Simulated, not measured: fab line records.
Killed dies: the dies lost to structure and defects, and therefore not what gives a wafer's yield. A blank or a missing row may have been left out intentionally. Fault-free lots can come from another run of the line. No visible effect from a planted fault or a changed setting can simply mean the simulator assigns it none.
Comparing a struck lot with a sound one ; flow sky130 ; 14 out of 708 route steps
Sound: wafers L616.3, L616.5, L616.6. Wafers L622.1, L622.2, L622.6 were the ones struck. The cause is named last.
Order at every step that has rows: each side's tool, ch and its chambers, its first start. Under that, the readings that differ: sound wafers ; struck wafers ; difference of the means ; sigmas: that difference in standard deviations of wafers without a fault.
alike: words and numbers the same on both sides, and readings whose means are apart by under 2 such deviations; not compared: readings that were withheld, readings missing a value for some wafer, numbers with overlapping values and no deviation given by the record, and bounds like >300 which may hide the same value.
The two part at a step that has a row with sigmas, a row that says differs or no value, or rows on one side only. Non-overlapping numbers with no deviation appear without sigmas and do not part them. A reading that every wafer of one side lacks parts them only if that side has two wafers or more.

first, 6 steps without rows for these wafers: SKY_LDD_N_HMDS_01 (prime time 60 s); SKY_LDD_N_COAT_02 (resist thk 300 nm); SKY_LDD_N_SOFTBAKE_03 (time 60 s); SKY_LDD_N_EXPOSE_04 (exposes mask NTM, target cd 840 nm); SKY_LDD_N_PEB_05; SKY_LDD_N_DEVELOP_06 (develop time 60 s).
SKY_LDD_N_OVL_MEAS_07:
  struck on overlay-02, day 20 11:10; sound on overlay-02, day 18 14:25
reading;sound;struck;difference;sigmas
LDD_N_OVL (nm);-4.5 -2.1 -2.9;-0.2 0.0 -0.1;+3.1;+3
then, 5 steps without rows for these wafers: SKY_LDD_N_IMPLANT_08; SKY_LDD_N_IMPLANT_09; SKY_LDD_N_IMPLANT_10; SKY_LDD_N_IMPLANT_11; SKY_LDD_N_IMPLANT_12.
SKY_LDD_N_IMPLANT_13:
  struck on implanter-02, day 20 11:57; sound on implanter-02 ch 0, day 18 15:15
  no value came back on the struck wafers for beamEnergyKeV, beamOnS (s); on the sound wafers beamEnergyKeV reads 49.990 49.994 50.003
after that, 1 step had no rows for these wafers: SKY_LDD_N_IMPLANT_14.

== WHERE THEY PART ==
First at SKY_LDD_N_OVL_MEAS_07; last, within this record, at SKY_LDD_N_IMPLANT_13.

WHY: the cause the simulator had injected
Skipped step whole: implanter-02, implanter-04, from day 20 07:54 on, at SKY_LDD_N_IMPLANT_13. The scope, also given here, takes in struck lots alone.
